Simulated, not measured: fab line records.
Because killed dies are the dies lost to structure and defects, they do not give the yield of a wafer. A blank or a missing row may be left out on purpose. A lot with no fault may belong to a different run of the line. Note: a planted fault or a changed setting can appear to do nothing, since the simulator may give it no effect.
Problem report in the 8D (eight disciplines) form, filled by code -- flow sky130 -- the parts of the form that need people (team, actions taken, sign-off) are left out

1. WHAT WENT WRONG
Wafers without a fault read 23.00 C, standard deviation 0.11; developer temp C at SKY_LDD_P_DEVELOP_06 reads a mean of 25.25 C on 6 wafers belonging to 2 lots. Relative to the usual mean, that is a shift of +20 standard deviations.
The step: develop time 60 s.
First seen on wafer L612.1, day 23 13:00, on litho track-04. At this step, 39 wafers from 13 lots have a number in the record. By rule, "out" or "out of limits" means more than 4 standard deviations away from the usual mean. The other wafers with a number count as sound.

2. WHAT IT IS AND WHAT IT IS NOT
question,is,is not
which readings at this step,developer temp C,exhaust pa
which lots,"L612, L613","L600, L601, L602, L605, L606, L611, L617, L618, L620, L621, L623"
which wafers of those lots,all that have a number,-
read on which tools,litho track-04,"litho track-02, litho track-03"
when,from day 23 13:00,"up to then (18 sound wafers); but 15 sound wafers of L617, L618, L620, L621, L623 came after"

3. WHAT RULES OUT EACH SUSPECT
Counting: any tool at a process step up to the reading is kept as a suspect provided that every lot that is out went through it and no sound lot did after the first of them.
- litho track-04 at SKY_LDD_P_DEVELOP_06 (develop time 60 s): kept. All lots that are out passed through it, beginning with L612 at day 23 13:00, and no sound lot followed; its final sound lot before that point was L606 at day 21 15:51. Out on those wafers are its own readings of developer temp C.
After counting, what remains is litho track-04 at SKY_LDD_P_DEVELOP_06.

4. THE CAUSE (what the simulator had put in)
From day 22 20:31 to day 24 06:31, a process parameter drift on litho track-04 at SKY_LDD_P_DEVELOP_06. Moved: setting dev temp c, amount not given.
Only this tool survived the counting.

5. THE EFFECT CHAIN, in route order
Each row: a reading whose mean over the struck wafers that have a number lies more than 3 standard deviations from the usual. Scope: only readings with a usual standard deviation given in the record; hours: median across lots of the time from each lot's start at the first step in this table that gives one to its start at this step; sigmas: change in usual standard deviations.
hours,step,reading,usual,on struck wafers,change,sigmas
0,SKY_LDD_P_DEVELOP_06,developer temp C,23.00 C,25.25,+2.25,+20
It contains these process steps:
- SKY_LDD_P_DEVELOP_06: develop time 60 s.
Later steps that measure or inspect, where all struck wafers having a row at the step show a number for every such reading and not one has moved that far: SKY_METAL2_THK_MEAS_06.

6. WHAT WOULD HAVE CAUGHT IT SOONER
16 hours passed between the start of the fault at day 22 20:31 and the first reading out of limits in this record, taken at day 23 13:00.
